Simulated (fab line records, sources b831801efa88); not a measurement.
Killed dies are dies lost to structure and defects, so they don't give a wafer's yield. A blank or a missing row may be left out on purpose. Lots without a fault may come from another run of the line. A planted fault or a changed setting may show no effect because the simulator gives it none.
One fault seen from 2 desks | flow sfq_line | each desk has only its own numbers; what lay behind them comes last

THE TOOL OWNER'S DESK: pvd_sputter-06
The tool's own readings at SFQ_TRILAYER_M6_DEP_SPUTTER_157 (material Nb, target thk 200 nm, time 133.3 s): means of the sampled wafers that have a number, for each lot that ran on this tool. A lot is out of limits, marked OUT, if its mean lies more than 4 standard deviations from the usual mean; the brackets give that distance.
Columns: A = throttle_valve_pct at SFQ_TRILAYER_M6_DEP_SPUTTER_157, usual 30.5 %
lot  | first seen here | A
L366 | day 75 08:13    | 29.9
L372 | day 77 09:23    | 29.3
L374 | day 77 12:59    | 29.9
This desk's finding: nothing out of limits on any of the 3 lots.

THE METROLOGY DESK
What the gauges read, lot by lot, whatever tool the lot ran on: means of the sampled wafers that have a number. A lot is out of limits, marked OUT, if its mean lies more than 4 standard deviations from the usual mean; the brackets give that distance.
Columns: A = M6_NB_RS at SFQ_M6_RS_MEAS_938, usual 0.894 ohm/sq
lot  | first seen here | A
L363 | day 72 09:26    | 0.901
L364 | day 73 15:41    | 0.888
L365 | day 74 04:44    | 0.886
L366 | day 75 08:18    | 0.896
L371 | day 77 07:07    | 0.897
L372 | day 77 09:32    | 1.989 (+99 or more) OUT
L374 | day 77 13:07    | 1.642 (+99 or more) OUT
L375 | day 77 14:19    | 0.888
L376 | day 77 16:42    | 0.898
L380 | day 79 05:39    | 0.903
L382 | day 79 09:10    | 0.897
L383 | day 79 10:22    | 0.901
L384 | day 79 11:35    | 0.897
L386 | day 79 14:01    | 0.898
This desk's finding: out of limits on L372, L374; first on L372, day 77 09:32 (M6_NB_RS at SFQ_M6_RS_MEAS_938). In limits: L363, L364, L365, L366, L371, L375, L376, L380, L382, L383, L384, L386.

PUT TOGETHER
The metrology desk could have raised an alarm at day 77 09:32, on L372, L374.
The tool owner's desk saw nothing out of limits.
The tool owner's desk has L372, L374 on record, within its limits.
Of the lots named, all ran SFQ_TRILAYER_M6_DEP_SPUTTER_157 on pvd_sputter-06.

WHAT THE SIMULATOR HAD PUT IN
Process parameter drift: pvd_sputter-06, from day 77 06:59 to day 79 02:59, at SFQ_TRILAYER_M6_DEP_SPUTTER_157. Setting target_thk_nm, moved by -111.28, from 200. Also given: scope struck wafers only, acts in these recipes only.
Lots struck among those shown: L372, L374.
Hours from the fault's start to each desk's first reading out of limits: the metrology desk, 3.
